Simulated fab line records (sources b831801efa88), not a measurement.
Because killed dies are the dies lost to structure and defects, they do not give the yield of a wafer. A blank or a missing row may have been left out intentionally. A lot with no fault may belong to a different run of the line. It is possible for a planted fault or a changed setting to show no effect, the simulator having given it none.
fab line records	flow sky130
record: lots: 11	wafers: 33	last_day: 51
route steps=708 shown FIELD_ISO@8 POLY_CUT@317 VIA1@460
lots that met no fault: taken from a fault-free run of the same line
start_h: hours from the record's first day to the start of the lot's first wafer shown	wait_h: how many hours have passed since the lot's step before this one	" as in the row above	L1.1+2: a single row standing in for several wafers	- no value, or no start given	* or withheld: withheld	< > ~ a bound
route shown NAME@n: a module of which the file shows steps, and the number in the route of the first	usual: mean and standard deviation over wafers with no fault	same: alike in all rows	chamber/n: place in a boat	sites: the reading at each site	_std_site: standard deviation across them	_edge_site: inner sites' mean taken away from outer sites' mean	radius_mm: for every site, how far away it sits from the centre of the wafer	mask NAME#n: copy n	behind: tool/chamber where the wafer was last shaped	hold: cause of the lot's hold/its duration in hours/its outcome	device: whichever transistor did not switch (one of n, p or np)	end of line: the same wafers' tests at the end of the route	step lacking rows: just its recipe	killed: at the first sort, the dies lost to defects and structure; wafer yield is something else	map: the dies of a wafer, with x for killed, . for not killed, _ for no die there
set.NAME: setting as actually run; set.NAME@STEP: the setting as run at that earlier step	model.NAME: the simulator's own value behind a step, which no gauge read
a sample of lots followed through the steps of the route, with each step as a table and each wafer as a row
services: the hour from which a tool's chamber was out of use, counted from the record's first day as start_h (under 0 if before that day), plus the number of hours and why
== steps ==
step: SKY_FIELD_ISO_COAT_07
recipe: resist: BARC	temp_c: withheld	time_s: withheld	spin_rpm: 3000	resist_thk_nm: 60
lot.wafer	tool	chamber	start_h	wait_h
L638.1+4+6	litho_track-04	0	26.85	0.1
L639.1+3+5	litho_track-04	0	34.55	0.1
L640.1+4+6	litho_track-02	0	42.02	0.1
L641.2+4+6	litho_track-01	0	45.70	0.1
L643.1+2+3	litho_track-02	0	53.57	0.1
L645.1+2+3	litho_track-02	0	62.92	0.1
L650.1+2+3	litho_track-01	0	87.53	0.1
L651.4+5+6	litho_track-01	0	93.65	0.1
L652.3+4+5	litho_track-04	0	98.49	0.1
L659.1+3+4	litho_track-01	0	133.98	0.1
L660.3+4+6	litho_track-01	0	138.53	0.1
step: SKY_FIELD_ISO_ETCH_14
recipe: chemistry: N2/H2	target: BARC	ion_energy_ev: 200	source_w: 500	bias_w: 100	pressure_mtorr: 30	n2_flow_sccm: 100	h2_flow_sccm: 200	stop_on: SiO2	time_s: 45.9	target_depth_a: 600
usual: bias_w: 99.99/0.29	drypump_motor_current_A: 5.6/0.47	h2_flow_sccm: 200.0/0.59	oes_product_au: 0.854/0.0047	rf_fwd_power_W: 495.3/2.1	throttle_valve_pct: 13.225/0.0094
lot.wafer	tool	chamber	start_h	wait_h	bias_w	drypump_motor_current_A	h2_flow_sccm	oes_product_au	rf_fwd_power_W	rf_hours_counter_h	throttle_valve_pct
L638.1	rie_diel-01	1	34.39	0.1	100.31	6.2	199.7	0.854	498.1	142	13.234
L638.4	"	3	"	"	100.28	5.9	199.5	0.850	494.3	61	13.220
L638.6	"	0	"	"	99.85	5.8	200.1	0.862	495.4	-	13.217
L639.1	rie_diel-04	2	43.02	0.1	100.34	5.3	199.5	0.849	496.2	124	13.226
L639.3	"	1	"	"	99.78	4.8	201.3	0.852	496.5	7	13.236
L639.5	"	1	"	"	99.74	4.8	201.0	0.859	497.5	-	13.224
L640.1	rie_diel-02	1	50.70	0.1	100.11	5.1	199.3	0.856	495.7	82	13.226
L640.4	"	3	"	"	99.42	5.3	199.7	0.863	496.6	-	13.220
L640.6	"	1	"	"	99.98	5.1	200.3	0.856	495.7	-	13.236
L641.2	rie_diel-02	2	54.16	0.1	99.59	5.9	199.6	0.857	497.0	166	13.217
L641.4	"	3	"	"	99.81	5.2	199.8	0.852	496.3	40	13.226
L641.6	"	0	"	"	100.13	5.3	198.7	0.859	490.2	-	13.229
L643.1	rie_diel-04	3	62.74	0.1	100.02	5.9	199.9	0.850	490.3	3	13.225
L643.2	"	1	"	"	100.04	4.8	199.6	0.852	494.1	8	13.237
L643.3	"	2	"	"	100.03	5.4	200.0	0.850	495.7	125	13.220
L645.1	rie_diel-02	2	71.59	0.1	99.80	5.9	199.6	0.841	498.5	166	13.221
L645.2	"	1	"	"	100.21	5.1	200.0	0.857	495.1	82	13.226
L645.3	"	0	"	"	99.82	5.3	199.5	0.837	491.2	0	13.210
L650.1	rie_diel-04	0	97.61	0.1	100.41	6.3	200.3	0.855	495.2	141	13.226
L650.2	"	1	"	"	99.85	4.8	199.6	0.856	494.4	8	13.217
L650.3	"	2	"	"	99.72	5.4	200.7	0.850	495.9	125	13.221
L651.4	rie_diel-02	0	103.86	0.1	100.03	5.3	200.2	0.848	491.9	-	13.231
L651.5	"	3	"	"	99.88	5.3	202.0	0.844	498.3	-	13.231
L651.6	"	1	"	"	99.66	5.1	200.0	0.849	497.9	-	13.220
L652.3	rie_diel-02	1	107.81	0.1	99.93	5.0	199.6	0.854	495.0	83	13.213
L652.4	"	2	"	"	100.09	5.9	198.7	0.848	495.6	0	13.223
L652.5	"	1	"	"	99.98	5.1	201.0	0.853	494.8	-	13.230
L659.1	rie_diel-02	2	144.55	0.1	100.16	5.9	200.3	0.853	494.6	1	13.221
L659.3	"	1	"	"	100.14	5.0	199.6	0.856	492.5	84	13.228
L659.4	"	0	"	"	99.79	5.3	199.6	0.855	491.8	-	13.226
L660.3	rie_diel-04	3	148.01	0.1	99.95	5.9	199.6	0.862	491.3	4	13.224
L660.4	"	1	"	"	99.64	4.8	199.3	0.850	493.7	-	13.221
L660.6	"	0	"	"	100.27	6.3	200.5	0.857	499.8	-	13.232
step: SKY_POLY_CUT_ETCH_10
recipe: chemistry: N2/H2	target: BARC	ion_energy_ev: 200	source_w: 500	bias_w: 100	pressure_mtorr: 30	n2_flow_sccm: 100	h2_flow_sccm: 200	stop_on: SiO2	time_s: 45.9	target_depth_a: 600
usual: bias_w: 100.0/0.32	drypump_motor_current_A: 5.6/0.47	h2_flow_sccm: 200.0/0.57	oes_product_au: 0.855/0.0049	rf_fwd_power_W: 495.2/2.2	throttle_valve_pct: 13.225/0.01
lot.wafer	tool	chamber	start_h	wait_h	bias_w	drypump_motor_current_A	h2_flow_sccm	oes_product_au	rf_fwd_power_W	rf_hours_counter_h	throttle_valve_pct
L638.1	rie_diel-02	1	591.80	0.0	99.7	5.1	200.2	0.850	496.5	1	13.227
L638.4	"	3	"	"	100.3	5.3	200.9	0.862	498.2	51	13.242
L638.6	"	0	"	"	100.4	5.3	199.5	0.859	492.2	-	13.233
L639.1	rie_diel-04	0	607.53	0.0	100.0	6.2	200.2	0.852	495.4	6	13.235
L639.3	"	3	"	"	100.1	5.9	200.3	0.855	490.1	12	13.216
L639.5	"	1	"	"	100.3	4.8	200.3	0.853	495.5	-	13.227
L640.1	rie_diel-02	2	611.33	0.0	99.6	5.9	200.8	0.850	496.2	11	13.224
L640.4	"	0	"	"	100.0	5.3	200.4	0.856	490.9	11	13.219
L640.6	"	2	"	"	100.1	5.9	200.0	0.856	495.9	-	13.208
L641.2	rie_diel-01	0	612.63	0.0	99.8	5.8	199.7	0.852	494.9	35	13.220
L641.4	"	1	"	"	100.4	6.3	201.0	0.864	494.9	-	13.213
L641.6	"	0	"	"	100.0	5.8	200.1	0.854	499.2	-	13.205
L643.1	rie_diel-02	3	631.95	0.0	99.9	5.3	199.5	0.848	498.9	52	13.212
L643.2	"	0	"	"	100.1	5.3	200.4	0.859	492.8	12	13.226
L643.3	"	1	"	"	99.9	5.0	199.2	0.842	495.6	2	13.219
L645.1	rie_diel-01	1	639.30	0.0	99.6	6.3	199.2	0.852	494.1	8	13.234
L645.2	"	2	"	"	100.3	5.9	201.0	0.864	493.1	8	13.211
L645.3	"	3	"	"	100.2	5.9	199.7	0.852	496.3	0	13.224
L650.1	rie_diel-01	1	687.08	0.0	99.6	6.3	200.7	0.856	495.3	9	13.210
L650.2	"	0	"	"	100.2	5.8	200.2	0.851	492.4	36	13.223
L650.3	"	2	"	"	100.0	5.9	200.0	0.852	496.0	9	13.232
L651.4	rie_diel-04	0	695.60	0.0	100.0	6.3	199.8	0.865	494.7	7	13.203
L651.5	"	0	"	"	99.8	6.3	200.1	0.855	497.0	-	13.227
L651.6	"	3	"	"	100.0	5.9	200.3	0.850	491.0	-	13.247
L652.3	rie_diel-04	3	699.30	0.0	99.5	5.9	200.4	0.851	493.5	13	13.211
L652.4	"	1	"	"	100.7	4.8	200.5	0.847	493.7	19	13.228
L652.5	"	3	"	"	99.7	5.9	199.8	0.851	493.5	-	13.229
L659.1	rie_diel-02	2	750.50	0.0	100.1	5.9	199.1	0.864	494.2	14	13.210
L659.3	"	3	"	"	99.7	5.2	200.5	0.846	495.2	0	13.228
L659.4	"	1	"	"	100.2	5.0	200.2	0.854	496.6	5	13.212
L660.3	rie_diel-04	0	752.05	0.0	100.5	6.3	199.6	0.857	498.2	9	13.220
L660.4	"	2	"	"	99.9	5.4	199.9	0.856	499.1	-	13.218
L660.6	"	3	"	"	99.9	5.9	199.5	0.859	493.5	-	13.216
step: SKY_VIA1_CMP_02
recipe: material: SiO2	down_force_psi: 4	platen_rpm: 60	pad_velocity_m_s: 0.94248
usual: motor_current_A: 11.9/0.75	retaining_ring_pressure_frac: 1.000/0.0051
lot.wafer	tool	chamber	start_h	wait_h	motor_current_A	retaining_ring_pressure_frac
L638.1	cmp-01	2	800.92	0.1	11.6	0.988
L638.4	"	0	"	"	12.2	1.003
L638.6	"	1	"	"	12.4	1.002
L639.1	cmp-01	1	814.22	0.1	11.7	0.997
L639.3	"	2	"	"	11.7	0.993
L639.5	"	2	"	"	11.9	1.003
L640.1	cmp-01	1	817.02	0.1	11.8	0.998
L640.4	"	2	"	"	11.0	1.002
L640.6	"	1	"	"	11.7	0.998
L641.2	cmp-02	2	817.62	0.0	11.4	1.004
L641.4	"	3	"	"	11.0	0.996
L641.6	"	3	"	"	11.0	0.992
L643.1	cmp-01	0	836.84	0.1	11.6	1.009
L643.2	"	1	"	"	12.2	1.001
L643.3	"	3	"	"	12.3	1.003
L645.1	cmp-01	3	844.54	0.1	13.0	0.997
L645.2	"	0	"	"	11.4	1.006
L645.3	"	1	"	"	12.1	1.001
L650.1	cmp-02	2	886.60	0.1	11.0	0.994
L650.2	"	0	"	"	13.5	1.005
L650.3	"	1	"	"	11.5	1.002
L651.4	cmp-01	0	894.98	0.1	11.7	0.995
L651.6	"	2	"	"	11.4	0.999
L651.5	"	3	"	"	12.8	1.001
L652.4	cmp-01	2	899.58	0.1	12.0	0.997
L652.3	"	0	"	"	11.9	1.001
L652.5	"	2	"	"	11.4	1.006
L659.4	cmp-01	2	945.25	0.0	11.6	1.003
L659.1	"	3	"	"	13.1	0.997
L659.3	"	1	"	"	11.9	1.004
L660.3	cmp-01	0	946.75	0.0	12.1	1.006
L660.4	"	2	"	"	11.7	0.992
L660.6	"	0	"	"	11.9	1.010
step: SKY_VIA1_ETCH_15
recipe: target: SiO2	chemistry: C4F8/O2/Ar	target_depth_nm: 351	stop_on: TiN	mask_material: KrF-thick	source_w: 1500	bias_w: 1200	pressure_mtorr: 40	c4f8_flow_sccm: withheld	O2_flow_sccm: 6	Ar_flow_sccm: 300	time_s: 54
usual: bias_w: 1200/3.6	oes_product_au: 0.983/0.006	rf_fwd_power_W: 1486/7.2
lot.wafer	tool	chamber	start_h	wait_h	bias_w	oes_product_au	rf_fwd_power_W	rf_hours_counter_h
L638.1	rie_diel-02	3	828.84	0.0	1197	0.978	1486	3
L638.4	"	1	"	"	1202	0.991	1489	-
L638.6	"	0	"	"	1200	0.970	1483	-
L639.1	rie_diel-04	2	842.14	0.0	1199	0.975	1493	10
L639.3	"	0	"	"	1201	0.986	1487	11
L639.5	"	3	"	"	1197	0.986	1479	-
L640.1	rie_diel-03	3	844.67	0.0	1200	0.986	1486	2
L640.4	"	1	"	"	1205	0.984	1472	3
L640.6	"	0	"	"	1200	0.975	1488	-
L641.2	rie_diel-02	1	845.34	0.0	1199	0.986	1493	8
L641.4	"	3	"	"	1199	0.983	1490	-
L641.6	"	0	"	"	1197	0.977	1475	-
L643.1	rie_diel-04	2	863.54	0.0	1201	0.980	1490	10
L643.2	"	3	"	"	1199	0.989	1481	17
L643.3	"	0	"	"	1195	0.979	1493	12
L645.1	rie_diel-03	2	871.64	0.0	1200	0.984	1486	9
L645.2	"	0	"	"	1203	0.987	1482	22
L645.3	"	1	"	"	1200	0.974	1474	4
L650.1	rie_diel-02	1	913.12	0.0	1204	0.988	1495	10
L650.2	"	3	"	"	1199	0.983	1497	6
L650.3	"	2	"	"	1203	0.985	1483	17
L651.4	rie_diel-04	0	921.04	0.0	1200	0.976	1493	13
L651.5	"	3	"	"	1201	0.970	1485	-
L651.6	"	2	"	"	1198	0.978	1503	-
L652.3	rie_diel-02	1	925.69	0.0	1191	0.978	1493	11
L652.4	"	2	"	"	1204	0.993	1492	18
L652.5	"	3	"	"	1197	0.983	1493	-
L659.1	rie_diel-02	0	970.07	0.0	1203	0.988	1490	22
L659.3	"	3	"	"	1195	0.988	1489	7
L659.4	"	2	"	"	1203	0.990	1483	19
L660.3	rie_diel-02	2	971.54	0.0	1201	0.977	1485	19
L660.4	"	1	"	"	1199	0.984	1492	12
L660.6	"	1	"	"	1209	0.984	1488	-
== services ==
tool	chamber	start_h	hours	kind
rie_diel-02	-	5.29	14.6	pm
rie_diel-04	0	28.10	3.0	repair
rie_diel-02	2	37.78	9.9	repair
rie_diel-04	-	99.12	0.3	repair
rie_diel-02	1	132.00	6.2	repair
rie_diel-02	3	135.15	10.4	repair
rie_diel-04	2	141.92	9.0	repair
rie_diel-02	1	215.28	1.8	repair
rie_diel-04	1	244.50	5.8	repair
rie_diel-04	2	296.40	2.9	repair
rie_diel-04	3	312.49	2.5	repair
rie_diel-02	0	318.63	4.0	repair
rie_diel-04	3	420.05	4.7	repair
rie_diel-04	3	428.94	27.1	repair
rie_diel-02	-	470.14	0.7	repair
rie_diel-02	2	492.30	2.4	repair
rie_diel-02	2	494.81	1.9	repair
rie_diel-02	3	501.01	3.7	repair
rie_diel-02	3	659.43	1.2	repair
rie_diel-02	-	684.87	1.1	repair
rie_diel-02	-	748.10	0.9	repair
rie_diel-02	2	783.51	3.7	repair
rie_diel-02	2	802.92	45.2	repair
rie_diel-02	-	933.12	15.6	pm
== key ==
first_sign: step: SKY_FIELD_ISO_ETCH_14	reading: oes_product_au	direction: down	sigmas: 3.2	usual: 0.854	struck: 0.839
effect none on later readings
met_at SKY_FIELD_ISO_COAT_07
struck_lots L645
struck_wafers L645.1,L645.3
tester_left_out L645
not_acting_at SKY_POLY_CUT_ETCH_10,SKY_VIA1_CMP_02,SKY_VIA1_ETCH_15
onset_between 53.57 62.92
fault: kind: process_parameter_drift	tool: litho_track-02	chamber: -	onset_h: 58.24	steps: SKY_FIELD_ISO_COAT_07	channel: resist_thk_nm	offset: -1.6096	shape: step	end_h: 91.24	scope: struck_wafers_only	acts_in: these_recipes_only	stated: 60
tester_left_out: of these lots the tester's yield and bins aren't shown, on N5 and GAA mostly nor the transistor test; their killed dies are dies lost to structure and defects alone, not to doping, threshold or leakage, so they don't give the yield
